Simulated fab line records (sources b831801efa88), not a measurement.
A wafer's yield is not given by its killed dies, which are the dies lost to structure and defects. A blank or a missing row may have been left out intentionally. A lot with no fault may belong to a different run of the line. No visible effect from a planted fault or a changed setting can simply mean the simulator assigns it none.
Which tool did it? / flow gf180mcu / Sampling: 6 lots, 18 wafers, 3 of 602 route steps

## WHAT EACH GAUGE READ, for each wafer
GF_DNWELL_TW_MEAS_09.
lot=L851; measured=day 3 07:30; on=film metro-02; DNWELL_TW=1356 1360 1358
lot=L855; measured=day 4 01:21; on=film metro-04; DNWELL_TW=1368 1377 1362
lot=L857; measured=day 4 12:23; on=film metro-04; DNWELL_TW=1366 1366 1370
lot=L861; measured=day 5 09:55; on=film metro-01; DNWELL_TW=1350 1345 1354
lot=L863; measured=day 5 19:24; on=film metro-04; DNWELL_TW=1361 1357 1353
lot=L868; measured=day 6 22:36; on=film metro-04; DNWELL_TW=1362 1364 1355

## WHAT TOOL EACH LOT RAN ON (gives the tool, then ch and the chambers of the sampled wafers, and finally the start)
lot=L851; GF_STI_ETCH_14=rie si-01 ch 0,3, day 2 13:48; GF_DNWELL_IMPLANT_07=implanter-04 ch 0, day 3 07:15
lot=L855; GF_STI_ETCH_14=rie si-01 ch 1,2,3, day 3 07:42; GF_DNWELL_IMPLANT_07=implanter-03 ch 0, day 4 01:06
lot=L857; GF_STI_ETCH_14=rie si-02 ch 0,1,3, day 3 18:56; GF_DNWELL_IMPLANT_07=implanter-03 ch 0, day 4 12:11
lot=L861; GF_STI_ETCH_14=rie si-01 ch 0,2,3, day 4 15:56; GF_DNWELL_IMPLANT_07=implanter-04 ch 0, day 5 09:41
lot=L863; GF_STI_ETCH_14=rie si-01 ch 1,2,3, day 5 00:44; GF_DNWELL_IMPLANT_07=implanter-01 ch 0, day 5 19:09
lot=L868; GF_STI_ETCH_14=rie si-01 ch 0,2,3, day 6 03:23; GF_DNWELL_IMPLANT_07=implanter-03 ch 0, day 6 22:21
- GF_STI_ETCH_14: etches Si in HBr/Cl2/O2, target depth 360 nm, time 102.9 s.
- GF_DNWELL_IMPLANT_07

## THE ANSWER, worked out from the rows above alone
Rule: what is usual is taken from the lots themselves. Put in order of their means at a reading, lots are off if they are a third of the lots or fewer, leave a main group of 4 or more, and stand apart from it by a gap of 3 or more times the standard deviation of the main group's means; of several such gaps the widest counts. If all means in a main group match to the digits the tables above print for the reading, that group is not used. A lot without any number at a reading at which 4 lots or more have one is off too. All remaining lots with rows at the step are treated as sound.
No lot is off at any reading shown: from this, nothing can be told.

## WHAT THE SIMULATOR HAD INSERTED
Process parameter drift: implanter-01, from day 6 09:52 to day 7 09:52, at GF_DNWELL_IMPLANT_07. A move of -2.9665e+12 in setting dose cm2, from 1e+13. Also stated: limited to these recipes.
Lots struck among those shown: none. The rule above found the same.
